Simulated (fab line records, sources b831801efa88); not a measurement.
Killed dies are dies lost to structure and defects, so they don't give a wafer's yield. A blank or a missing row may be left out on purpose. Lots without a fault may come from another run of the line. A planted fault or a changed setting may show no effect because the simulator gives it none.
Which tool did it? | flow sky130 | 6 lots, 18 wafers sampled, at 2 steps of a route of 708

WHAT THE GAUGES READ, wafer by wafer
SKY_VIA4_THK_MEAS_20: measures by xrf.
lot  | measured     | on            | VIA4_W_THK (nm)
L189 | day 42 21:43 | film_metro-01 | 520 513 525
L193 | day 44 18:51 | film_metro-02 | 522 530 528
L195 | day 45 03:03 | film_metro-01 | 519 512 512
L197 | day 45 20:52 | film_metro-03 | 523 526 531
L204 | day 46 23:53 | film_metro-01 | 511 503 513
L210 | day 48 14:07 | film_metro-02 | 532 526 533

WHICH TOOL RAN EACH LOT (tool, then ch and the chambers of the sampled wafers, then the start)
lot  | SKY_VIA4_CLEAN_15
L189 | wet_bench-03 ch 1, day 42 21:13
L193 | wet_bench-02 ch 2, day 44 18:22
L195 | wet_bench-02 ch 3, day 45 02:34
L197 | wet_bench-04 ch 0, day 45 20:22
L204 | wet_bench-02 ch 0, day 46 23:25
L210 | wet_bench-03 ch 2, day 48 13:37
- SKY_VIA4_CLEAN_15: cleans in IPA, time 180 s.

THE ANSWER, worked out from the rows above alone
Rule: what is usual is taken from the lots themselves. Put in order of their means at a reading, lots are off if they are a third of the lots or fewer, leave a main group of 4 or more, and stand apart from it by a gap of 3 or more times the standard deviation of the main group's means; of several such gaps the widest counts. A main group whose means are all the same, to the digits that the tables above print for the reading, isn't used. A lot without any number at a reading at which 4 lots or more have one is off too. The other lots that the step has rows for count as sound.
No lot is off at any reading shown: from this, nothing can be told.

WHAT THE SIMULATOR HAD PUT IN
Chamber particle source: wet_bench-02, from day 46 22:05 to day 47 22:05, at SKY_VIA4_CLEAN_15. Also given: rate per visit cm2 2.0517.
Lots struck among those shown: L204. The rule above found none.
